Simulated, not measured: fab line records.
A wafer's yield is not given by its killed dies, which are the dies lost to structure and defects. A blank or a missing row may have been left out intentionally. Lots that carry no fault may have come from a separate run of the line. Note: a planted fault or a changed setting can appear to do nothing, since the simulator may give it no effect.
Code-filled problem report in 8D (eight disciplines) form	flow sky130	the parts of the form that need people (team, actions taken, sign-off) are left out

## 1. THE PROBLEM
oes product au at SKY_SONOS_ONO_STRIP_17 reads a mean of 0.906 a.u. on 3 wafers of 1 lot; wafers without a fault read 0.710 a.u. with a standard deviation of 0.0043. That puts it +46 standard deviations away from the usual mean.
The step: strips in O2/N2.
The first sign was on wafer L960.3 at day 16 20:45, on plasma asher-04. Wafers with a number at this step in the record: 39, from 13 lots. Rule for "out" (also "out of limits"): further than 4 standard deviations from the usual mean. The rest of the wafers with a number are treated as sound.

## 2. WHAT IT IS, WHAT IT ISN'T
question	is	is not
which readings at this step	oes product au	drypump motor current A
which lots	L960	L949, L950, L951, L956, L959, L964, L965, L966, L968, L969, L970, L972
which wafers of those lots	all that have a number	-
read on which tools	plasma asher-04	plasma asher-01, plasma asher-02
when	from day 16 20:45	up to then (15 sound wafers); but 21 sound wafers of L964, L965, L966, L968, L969, L970, L972 came after

## 3. SUSPECTS, AND WHAT RULES EACH OUT
Counting: any tool at a process step up to the reading is kept as a suspect provided that every lot that is out went through it and no sound lot did after the first of them.
- plasma asher-04 at SKY_SONOS_ONO_STRIP_17 (strips in O2/N2): kept. It ran the lot that is out, L960 (day 16 20:45), and no sound lot after that; its last sound lot up to then is L956 (day 15 05:55). Out on those wafers are its own readings of oes product au.
Left after counting: plasma asher-04 at SKY_SONOS_ONO_STRIP_17.

## 4. THE CAUSE (what the simulator had put in)
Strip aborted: plasma asher-04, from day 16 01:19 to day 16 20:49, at SKY_SONOS_ONO_STRIP_17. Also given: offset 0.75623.
The count eliminated every tool but this one.

## 5. THE EFFECT CHAIN, in route order
Each row: a reading whose mean over the struck wafers that have a number lies more than 3 standard deviations from the usual. Only readings for which the record gives a usual standard deviation are gone through. hours: the time from each lot's start at the first step in this table that gives one to its start at this step, as a median over the lots. sigmas: the change in usual standard deviations.
hours	step	reading	usual	on struck wafers	change	sigmas
0	SKY_SONOS_ONO_STRIP_17	oes product au	0.710 a.u.	0.906	+0.196	+46
766	SKY_PAD_OPEN_PROBE_99	killed at front end	16	419	+403	+94
766	SKY_PAD_OPEN_PROBE_99	killed dies	88	492	+404	+43
766	SKY_PAD_OPEN_PROBE_99	killed on rim	17	96	+79	+21
It contains these process steps:
- SKY_SONOS_ONO_STRIP_17: strips in O2/N2.
- SKY_PAD_OPEN_PROBE_99
Readings that are blank on the struck wafers while sound wafers have them: strip time to endpoint s at SKY_SONOS_ONO_STRIP_17.

## 6. HOW IT WOULD HAVE BEEN CAUGHT EARLIER
In this record the first reading out of limits was taken at day 16 20:45, 19 hours after the fault began at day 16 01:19.
